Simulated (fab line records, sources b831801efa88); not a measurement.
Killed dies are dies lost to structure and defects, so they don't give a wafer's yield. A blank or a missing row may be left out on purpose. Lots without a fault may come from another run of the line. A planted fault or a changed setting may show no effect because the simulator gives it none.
One fault seen from 2 desks | flow gf180mcu | each desk has only its own numbers; what lay behind them comes last

THE TOOL OWNER'S DESK: rie_si-01
The tool's own readings at GF_STI_ETCH_14 (etches Si in HBr/Cl2/O2, target depth 360 nm, time 102.9 s): means of the sampled wafers that have a number, for each lot that ran on this tool. A lot is out of limits, marked OUT, if its mean lies more than 4 standard deviations from the usual mean; the brackets give that distance.
Columns: A = HBr_flow_sccm at GF_STI_ETCH_14, usual 150.0 sccm; B = chamber_pressure_mTorr at GF_STI_ETCH_14, usual 14.999 mTorr; C = drypump_motor_current_A at GF_STI_ETCH_14, usual 5.9 A; D = oes_product_au at GF_STI_ETCH_14, usual 1.006 a.u.; E = run_length_s at GF_STI_ETCH_14, usual 131.2 s; F = throttle_valve_pct at GF_STI_ETCH_14, usual 25.653 %
lot  | first seen here | A     | B      | C   | D     | E               | F
L647 | day 2 07:26     | 150.3 | 14.995 | 5.8 | 1.011 | 131.3           | 25.633
L648 | day 2 11:54     | 150.0 | 15.006 | 5.9 | 1.003 | 131.2           | 25.650
L649 | day 2 17:29     | 149.4 | 14.993 | 6.1 | 1.012 | 117.0 (-43) OUT | 25.641
L651 | day 3 04:41     | 149.9 | 15.012 | 5.5 | 1.014 | 109.6 (-66) OUT | 25.648
L652 | day 3 09:38     | 150.2 | 15.004 | 5.9 | 1.001 | 117.0 (-43) OUT | 25.644
L666 | day 6 08:56     | 150.0 | 15.007 | 5.9 | 1.013 | 131.2           | 25.657
This desk's finding: out of limits on L649, L651, L652; first on L649, day 2 17:29 (run_length_s at GF_STI_ETCH_14). In limits: L647, L648, L666.

THE METROLOGY DESK
What the gauges read, lot by lot, whatever tool the lot ran on: means of the sampled wafers that have a number. A lot is out of limits, marked OUT, if its mean lies more than 4 standard deviations from the usual mean; the brackets give that distance.
Columns: A = cd_nm at GF_M1_CD_MEAS_14, usual 230.1 nm; B = M1_OVL at GF_M1_OVL_MEAS_15, usual 2 nm
lot  | first seen here | A     | B
L646 | day 17 03:37    | 229.6 | 1
L647 | day 17 15:34    | 230.8 | 2
L648 | day 18 04:17    | 230.0 | 2
L649 | day 18 13:38    | 229.8 | -2
L650 | day 18 21:18    | 231.5 | 6
L651 | day 19 11:28    | 231.6 | 0
L652 | day 20 08:59    | 231.6 | 5
L656 | day 21 13:28    | 231.4 | 5
L661 | day 23 00:51    | 228.5 | 5
L662 | day 23 06:58    | 228.0 | -6
L663 | day 23 13:56    | 229.1 | -2
L664 | day 23 22:21    | 230.9 | -7
L665 | day 24 02:34    | 230.8 | 3
L666 | day 24 13:24    | 230.6 | -2
L668 | day 25 04:20    | 229.0 | 2
This desk's finding: nothing out of limits on any of the 15 lots.

PUT TOGETHER
The tool owner's desk could have raised an alarm at day 2 17:29, on L649, L651, L652.
The metrology desk saw nothing out of limits.
The metrology desk has L649, L651, L652 on record, within its limits.
Of the lots named, all ran GF_STI_ETCH_14 on rie_si-01.

WHAT THE SIMULATOR HAD PUT IN
Process parameter drift: rie_si-01, from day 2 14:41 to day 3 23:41, at GF_STI_ETCH_14. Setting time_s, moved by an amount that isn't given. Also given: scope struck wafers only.
Lots struck among those shown: L649, L651, L652.
Hours from the fault's start to each desk's first reading out of limits: the tool owner's desk, 3.
